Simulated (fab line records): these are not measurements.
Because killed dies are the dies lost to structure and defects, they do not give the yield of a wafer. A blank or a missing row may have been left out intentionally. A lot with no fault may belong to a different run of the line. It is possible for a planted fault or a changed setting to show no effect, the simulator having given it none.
A lot that was struck, set against a sound lot :: flow sky130 :: 30 out of 708 route steps
Sound: wafers L914.2, L914.5, L914.6. The struck wafers were L932.3, L932.4, L932.6. The cause comes at the end.
Order at every step that has rows: each side's tool, ch and its chambers, its first start. Under that, the readings that differ: sound wafers :: struck wafers :: difference of the means :: sigmas: that difference in standard deviations of wafers without a fault.
alike: same words and numbers on both sides, and readings whose means sit less than 2 such deviations apart. not compared: any withheld reading, any reading some wafer has no value for, any bound like >300 that may hide the same value, and any number with overlapping values for which the record gives no deviation.
The two part at a step that has a row with sigmas, a row that says differs or no value, or rows on one side only. Numbers that have no deviation but don't overlap get no sigmas and don't part them. A reading missing from all wafers of one side parts the sides only when that side holds two or more wafers.

first, 5 steps without rows for these wafers: SKY_SONOS_ONO_COAT_08 (resist thk 1140 nm); SKY_SONOS_ONO_SOFTBAKE_09 (time 60 s); SKY_SONOS_ONO_EXPOSE_10 (exposes mask ONOM, target cd 410 nm); SKY_SONOS_ONO_PEB_11; SKY_SONOS_ONO_DEVELOP_12 (develop time 60 s).
SKY_SONOS_ONO_CD_MEAS_13 targets a cd of 410 nm.
  sound on cdSem-01 at day 12 18:52; struck on cdSem-01 at day 19 05:47
  alike: cdNm
SKY_SONOS_ONO_OVL_MEAS_14:
  sound on overlay-01 at day 12 18:58; struck on overlay-01 at day 19 05:53
  alike: SONOS_ONO_OVL
SKY_SONOS_ONO_ETCH_15: etches the open film in CHF3/O2, target depth 19.52 nm, time 7.8 s.
  sound on rieDiel-03 ch 1,2, day 12 19:00; struck on rieDiel-03 ch 0,1, day 19 05:54
  alike: O2_flow_sccm, drypumpMotorCurrentA, oesProductAu, throttleValvePct
  not compared: rfHoursCounterH
then, 1 step without rows for these wafers: SKY_SONOS_ONO_WET_ETCH_16 (etches SiO2 in dHF, target depth 14 nm, time 280 s).
SKY_SONOS_ONO_STRIP_17: strips in O2/N2.
  sound on plasmaAsher-01 ch 0,1, day 12 19:07; struck on plasmaAsher-01 ch 0,1, day 19 06:02
  alike: drypumpMotorCurrentA, o2FlowSccm, oesProductAu, stripTimeToEndpointS
  not compared: rfHoursCounterH
then, 2 steps without rows for these wafers: SKY_SONOS_ONO_WET_ETCH_18 (etches Si3N4 in H3PO4, target depth 15 nm, time 172 s); SKY_GATE_OXIDE_CLEAN_00 (cleans in SC1/SC2, time 150 s).
SKY_GATE_OXIDE_OXIDATION_01: stabilise 600 s, purge 300 s, target thk 10.268 nm.
  sound on furnace-02 ch 0, day 12 20:26; struck on furnace-02 ch 0, day 19 06:13
reading: spikeTcBottomC (C)
sound: 921.5 921.2 921.8
struck: 929.1 930.4 932.1
difference: +9.0
sigmas: +4

reading: spikeTcCentreC (C)
sound: 898.6 899.2 899.3
struck: 905.9 907.7 905.9
difference: +7.5
sigmas: +7

reading: spikeTcLowerC (C)
sound: 901.4 900.6 902.3
struck: 910.0 907.8 908.5
difference: +7.3
sigmas: +5

reading: spikeTcTopC (C)
sound: 908.0 908.4 910.3
struck: 916.9 915.7 919.7
difference: +8.5
sigmas: +4

reading: spikeTcUpperC (C)
sound: 901.4 902.5 899.9
struck: 911.6 909.1 910.4
difference: +9.1
sigmas: +9

reading: tubeCenterTempC (C)
sound: 899.97 900.06 900.11
struck: 908.2 908.31 908.26
difference: +8.2
sigmas: +99 or more

reading: tube_center_temp_C_max
sound: 902.4 901.9 902.2
struck: 910.4 910.8 910.5
difference: +8.4
sigmas: +23

reading: model.SiO2_of_GATE_OXIDE_OXIDATION_01.thkNm (nm)
sound: 10.32 10.41 10.47
struck: 11.29 11.24 11.54
difference: +0.96
sigmas: 
SKY_GATE_OXIDE_THK_MEAS_02:
  sound on filmMetro-01 at day 12 21:51; struck on filmMetro-03 at day 19 07:38
reading: GATE_OXIDE_OXIDATION_00_THK (nm)
sound: 10.32 10.44 10.47
struck: 11.28 11.26 11.53
difference: +0.95
sigmas: +6
then, 7 steps without rows for these wafers: SKY_GATE_OXIDE_DEHYDRATE_03 (time 60 s); SKY_GATE_OXIDE_HMDS_04 (prime time 60 s); SKY_GATE_OXIDE_COAT_05 (resist thk 1140 nm); SKY_GATE_OXIDE_SOFTBAKE_06 (time 60 s); SKY_GATE_OXIDE_EXPOSE_07 (exposes mask LVOM, target cd 600 nm); SKY_GATE_OXIDE_PEB_08; SKY_GATE_OXIDE_DEVELOP_09 (develop time 60 s).
SKY_GATE_OXIDE_OVL_MEAS_10:
  sound on overlay-01 at day 13 22:36; struck on overlay-02 at day 20 13:51
  alike: GATE_OXIDE_OVL
then, 2 steps without rows for these wafers: SKY_GATE_OXIDE_IMPLANT_11; SKY_GATE_OXIDE_WET_ETCH_12 (etches SiO2 in dHF, target depth 16.8 nm, time 336 s).
SKY_GATE_OXIDE_STRIP_13: strips in O2/N2.
  sound on plasmaAsher-02 ch 0,1, day 13 22:53; struck on plasmaAsher-04 ch 0,1, day 20 14:10
  alike: drypumpMotorCurrentA, o2FlowSccm, oesProductAu, stripTimeToEndpointS
  not compared: rfHoursCounterH
SKY_GATE_OXIDE_TW_MEAS_14:
  sound on filmMetro-03 at day 13 22:59; struck on filmMetro-02 at day 20 14:14
  alike: GATE_OXIDE_TW
then, 1 step without rows for these wafers: SKY_GATE_OXIDE_CLEAN_15 (cleans in SC1/SC2, time 150 s).
SKY_GATE_OXIDE_OXIDATION_16: stabilise 600 s, purge 300 s, target thk 3.57 nm.
  sound on furnace-02 ch 0, day 13 23:34; struck on furnace-01 ch 0, day 20 14:20
reading: spikeTcLowerC (C)
sound: 800.1 801.0 801.7
struck: 799.2 797.9 797.0
difference: -2.9
sigmas: -2

reading: spikeTcTopC (C)
sound: 811.6 811.7 812.7
struck: 815.8 817.8 817.8
difference: +5.1
sigmas: +2

reading: model.SiO2_of_GATE_OXIDE_OXIDATION_01.thkNm (nm)
sound: 11.67 11.77 11.78
struck: 12.54 12.48 12.79
difference: +0.86
sigmas: 
  alike: spikeTcBottomC, spikeTcCentreC, spikeTcUpperC, tubeCenterTempC, tube_center_temp_C_max
then, 1 step without rows for these wafers: SKY_POLY_GATE_CVD_00 (deposits poly-Si, target thk 180 nm, time 720 s).
-- a jump in the record: the struck wafers' starts before and after are 30 days apart (it breaks off in module POLY_GATE and resumes in module PAD_OPEN, where the first step shown is number 708 of the route) --
SKY_PAD_OPEN_PROBE_99:
  sound on prober-02 at day 45 22:19; struck on prober-02 at day 50 05:16
reading: model.etest.nfet_16v.rOnOhmUm
sound: 1.422e+04 1.41e+04 1.43e+04
struck: 1.452e+04 1.435e+04 1.456e+04
difference: +2.700e+02
sigmas: 

reading: model.etest.tipSonos.rsOhmSq
sound: 2544 2570 2559
struck: 2953 2921 2976
difference: +392
sigmas: 

reading: model.etest.pfetG5v0d10v5.rOnOhmUm
sound: 4764 4748 4812
struck: 4964 4948 5023
difference: +204
sigmas: 

reading: model.etest.nfetG5v0d10v5.rOnOhmUm
sound: 1884 1901 1912
struck: 1975 1956 1996
difference: +77
sigmas: 

reading: model.etest.nfetG5v0d10v5.driveUaUm
sound: 599.3 596.4 594.9
struck: 567.3 567.9 550.6
difference: -34.9
sigmas: 

reading: model.etest.nfet_05v0_nvt.driveUaUm
sound: 572 571.3 560.6
struck: 540.5 543.9 531.3
difference: -29.4
sigmas: 

reading: model.etest.pfetG5v0d10v5.driveUaUm
sound: 337.6 339.5 333.7
struck: 322.5 323.2 315.5
difference: -16.5
sigmas: 

reading: model.etest.nfet_16v.driveUaUm
sound: 221.4 219.4 217.5
struck: 207.6 207.2 201.5
difference: -14.0
sigmas: 

WHERE THEY PART
Earliest at SKY_GATE_OXIDE_OXIDATION_01; latest, in this record, at SKY_GATE_OXIDE_OXIDATION_16.

WHY: whatever the simulator had introduced
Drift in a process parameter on furnace-02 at SKY_GATE_OXIDE_OXIDATION_01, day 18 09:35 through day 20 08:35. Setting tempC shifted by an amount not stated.
